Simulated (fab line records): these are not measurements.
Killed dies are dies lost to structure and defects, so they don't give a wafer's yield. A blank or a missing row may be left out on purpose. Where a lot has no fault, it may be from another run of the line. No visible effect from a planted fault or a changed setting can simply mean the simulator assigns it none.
Which tool did it? -- flow gf180mcu -- 33 wafers from 11 lots sampled at 5 of the route's 602 steps

== WHAT THE GAUGES SHOWED, per wafer ==
GF_STI_THK_MEAS_22. Usual: STI_OXIDATION_01_THK gives 15.19 nm (standard deviation 0.24).
lot,measured,on,STI_OXIDATION_01_THK (nm),flag
L635,day 2 09:54,filmMetro-01,15.20 15.34 15.11,
L636,day 2 13:30,filmMetro-03,15.13 15.47 15.09,
L637,day 2 18:38,filmMetro-03,15.68 15.31 15.64,
L640,day 3 10:39,filmMetro-01,15.50 15.62 15.83,
L641,day 3 15:56,filmMetro-03,15.14 14.89 14.94,
L643,day 4 02:28,filmMetro-03,14.99 14.85 14.86,
L648,day 5 04:07,filmMetro-03,15.37 15.19 15.13,
L653,day 6 05:37,filmMetro-02,15.36 15.46 15.27,
L654,day 6 10:32,filmMetro-01,14.89 15.18 14.95,
L655,day 6 18:40,filmMetro-02,15.64 15.57 15.36,
L656,day 6 21:20,filmMetro-03,15.16 15.24 15.07,

GF_NWELL_OVL_MEAS_07. Usual: NWELL_OVL gives 0.1 nm (standard deviation 1.3).
lot,measured,on,NWELL_OVL (nm),flag
L635,day 3 13:39,overlay-02,-1.1 0.4 1.5,
L636,day 3 17:37,overlay-01,-0.8 -0.2 -1.5,
L637,day 3 23:06,overlay-01,-1.2 -1.8 -0.7,
L640,day 4 16:03,overlay-02,0.5 1.0 0.8,
L641,day 4 21:59,overlay-01,-1.9 -1.3 0.6,
L643,day 5 08:47,overlay-02,0.2 -1.6 -1.1,
L648,day 6 11:29,overlay-01,- - -,OFF
L653,day 7 16:08,overlay-01,-1.2 0.2 -1.6,
L654,day 7 21:12,overlay-01,1.1 -0.3 -0.3,
L655,day 8 05:58,overlay-01,0.1 1.9 2.3,
L656,day 8 09:19,overlay-02,0.3 0.9 -0.4,

GF_NWELL_TW_MEAS_11. Usual: NWELL_TW gives 1578 (standard deviation 6.9).
lot,measured,on,NWELL_TW,flag
L635,day 3 14:05,filmMetro-03,1579 1585 1582,
L636,day 3 18:04,filmMetro-02,1573 1580 1567,
L637,day 3 23:32,filmMetro-03,1580 1585 1583,
L640,day 4 16:29,filmMetro-03,1571 1578 1577,
L641,day 4 22:25,filmMetro-03,1574 1570 1578,
L643,day 5 09:14,filmMetro-02,1570 1577 1581,
L648,day 6 11:56,filmMetro-04,30 30 30,OFF
L653,day 7 16:35,filmMetro-02,1571 1584 1568,
L654,day 7 21:46,filmMetro-04,1590 1586 1595,
L655,day 8 06:25,filmMetro-03,1569 1575 1573,
L656,day 8 09:46,filmMetro-02,1584 1582 1582,

== TOOL THAT RAN EACH LOT (tool first, then ch and the chambers of the sampled wafers, then the start) ==
lot,GF_STI_STRIP_15,GF_NWELL_EXPOSE_04
L635,"plasmaAsher-04 ch 0,1, day 2 08:17","ilineStepper-02 ch 0, day 3 07:44"
L636,"plasmaAsher-01 ch 0, day 2 11:14","ilineStepper-02 ch 0, day 3 12:04"
L637,"plasmaAsher-02 ch 0,1, day 2 16:15","ilineStepper-02 ch 0, day 3 16:55"
L640,"plasmaAsher-02 ch 0,1, day 3 08:42","ilineStepper-01 ch 0, day 4 08:50"
L641,"plasmaAsher-01 ch 0,1, day 3 14:02","ilineStepper-02 ch 0, day 4 15:35"
L643,"plasmaAsher-04 ch 0,1, day 4 00:54","ilineStepper-02 ch 0, day 5 01:27"
L648,"plasmaAsher-01 ch 0,1, day 5 02:30","ilineStepper-02 ch 0, day 6 03:47"
L653,"plasmaAsher-02 ch 0,1, day 6 04:02","ilineStepper-02 ch 0, day 7 08:14"
L654,"plasmaAsher-04 ch 0,1, day 6 08:46","ilineStepper-01 ch 0, day 7 13:20"
L655,"plasmaAsher-01 ch 0,1, day 6 14:08","ilineStepper-01 ch 0, day 7 21:44"
L656,"plasmaAsher-01 ch 0,1, day 6 18:54","ilineStepper-01 ch 0, day 8 01:35"
- GF_STI_STRIP_15: strips in O2/N2.
- GF_NWELL_EXPOSE_04: exposes mask Nwell, target cd 860 nm.

== AS READ BY THE TOOLS THEMSELVES (means over the sampled wafers that have a number; for cases with no such wafer, the mark the record gives instead) ==
GF_STI_STRIP_15. Usual: drypumpMotorCurrentA 5.79 A, standard deviation 0.17; heaterPowerW 335 W, standard deviation 22; n2FlowSccm 300.0 sccm, standard deviation 0.99; oesProductAu 0.385 a.u., standard deviation 0.0045; platenTempC 249.98 C, standard deviation 0.17; stripTimeToEndpointS 3.73 s, standard deviation 0.04.
lot,tool,drypumpMotorCurrentA (A),heaterPowerW (W),n2FlowSccm (sccm),oesProductAu (a.u.),platenTempC (C),stripTimeToEndpointS (s),flag
L635,plasmaAsher-04,5.64,333,300.0,0.384,250.24,3.74,
L636,plasmaAsher-01,5.81,315,297.9,0.384,249.69,3.71,
L637,plasmaAsher-02,5.93,323,300.3,0.385,250.09,3.71,
L640,plasmaAsher-02,5.75,339,299.6,0.388,249.88,3.76,
L641,plasmaAsher-01,5.89,340,299.3,0.388,249.87,3.73,
L643,plasmaAsher-04,5.66,324,299.9,0.387,249.90,3.81,
L648,plasmaAsher-01,5.87,331,300.8,0.388,250.02,3.79,
L653,plasmaAsher-02,5.76,331,299.8,0.391,250.02,3.75,
L654,plasmaAsher-04,5.67,323,299.0,0.383,249.97,3.74,
L655,plasmaAsher-01,5.95,352,300.5,0.389,249.86,3.77,
L656,plasmaAsher-01,5.95,346,300.2,0.387,249.94,3.72,

GF_NWELL_EXPOSE_04. Usual: reticleTempC reads 22.99 C (standard deviation 0.1).
lot,tool,reticleTempC (C),flag
L635,ilineStepper-02,23.00,
L636,ilineStepper-02,22.91,
L637,ilineStepper-02,22.93,
L640,ilineStepper-01,22.94,
L641,ilineStepper-02,22.98,
L643,ilineStepper-02,22.98,
L648,ilineStepper-02,23.02,
L653,ilineStepper-02,22.97,
L654,ilineStepper-01,22.97,
L655,ilineStepper-01,22.93,
L656,ilineStepper-01,23.08,

== THE ANSWER, worked out from the rows above alone ==
Rule: take the mean of a lot's wafers that have a number; if it is more than 3 standard deviations from the usual mean, the lot is off. Also off: a lot with no number at a reading for which 4 or more lots have one. The other lots that the step has rows for count as sound. First the gauges in route order, then the tools' own readings, where a lot's mean is used as printed above. At the first step where some lot is off, the reading lying furthest off is the one used; lots without a number count as furthest.
Off: L648, seen at GF_NWELL_OVL_MEAS_07 (NWELL_OVL). Without a number there: L648.
A tool fits if, at a process step before that reading, it ran every lot that is off, and no sound lot after the first of them. The gauges at GF_NWELL_OVL_MEAS_07 aren't tried: what is off there is off at GF_NWELL_TW_MEAS_11 too, on other tools, and a gauge's error can't cause that. No candidate that was tried fits.

== WHAT THE SIMULATOR PUT IN ==
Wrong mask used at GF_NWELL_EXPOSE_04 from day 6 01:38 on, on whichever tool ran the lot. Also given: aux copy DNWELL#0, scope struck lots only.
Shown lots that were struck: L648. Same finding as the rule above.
